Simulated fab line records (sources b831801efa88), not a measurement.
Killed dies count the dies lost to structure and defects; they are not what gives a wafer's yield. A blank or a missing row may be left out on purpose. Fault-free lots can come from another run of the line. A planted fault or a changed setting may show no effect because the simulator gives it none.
Chamber matching || flow sky130 || 4 sister chambers for SKY_VIA1_CMP_02 on cmp-02
The step polishes SiO2. 4 wafers are shown with their chamber, then 10 later ones without.

EACH WAFER AND ITS CHAMBER
{"wafer": "L084.6", "chamber": 1, "motor current A (A)": 12.6}
{"wafer": "L085.6", "chamber": 3, "motor current A (A)": 13.4}
{"wafer": "L091.1", "chamber": 0, "motor current A (A)": 10.1}
{"wafer": "L091.2", "chamber": 2, "motor current A (A)": 12.6}

WAFERS WITH NO CHAMBER GIVEN
{"wafer": "L091.5", "motor current A (A)": 12.1}
{"wafer": "L092.1", "motor current A (A)": 13.1}
{"wafer": "L092.3", "motor current A (A)": 10.3}
{"wafer": "L092.6", "motor current A (A)": 12.1}
{"wafer": "L095.4", "motor current A (A)": 11.4}
{"wafer": "L095.5", "motor current A (A)": 13.3}
{"wafer": "L095.6", "motor current A (A)": 12.0}
{"wafer": "L096.1", "motor current A (A)": 11.7}
{"wafer": "L096.2", "motor current A (A)": 12.1}
{"wafer": "L096.3", "motor current A (A)": 10.2}

CHAMBER TAKEN BY EACH
{"wafer": "L091.5", "from the rows above": "can't be placed: 1 or 2 or 3", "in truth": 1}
{"wafer": "L092.1", "from the rows above": "can't be placed: 3 or 1 or 2", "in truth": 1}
{"wafer": "L092.3", "from the rows above": 0, "in truth": 0}
{"wafer": "L092.6", "from the rows above": "can't be placed: 1 or 2 or 3", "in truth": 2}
{"wafer": "L095.4", "from the rows above": "can't be placed: 1 or 2 or 0 or 3", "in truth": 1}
{"wafer": "L095.5", "from the rows above": "can't be placed: 3 or 1 or 2", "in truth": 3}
{"wafer": "L095.6", "from the rows above": "can't be placed: 1 or 2 or 3", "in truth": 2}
{"wafer": "L096.1", "from the rows above": "can't be placed: 1 or 2 or 0 or 3", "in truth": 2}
{"wafer": "L096.2", "from the rows above": "can't be placed: 1 or 2 or 3", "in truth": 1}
{"wafer": "L096.3", "from the rows above": 0, "in truth": 0}
Placed correctly: 2 of 10. From these rows, 8 cannot be placed; in 8 the true chamber is one of the candidates. Placed wrongly: 0.
How it was worked out, from the rows above alone: a wafer's distance from a chamber is the root of the sum, over the readings, of the square of ((its reading less the chamber's mean) divided by the reading's scatter). The wafer belongs to the nearest chamber; if the next one is less than 2 further off, it can't be placed. Each chamber's mean is taken over the wafers shown for it. The scatter: root of mean squared gap, hidden wafer to nearest shown wafer, with one shown wafer a chamber.
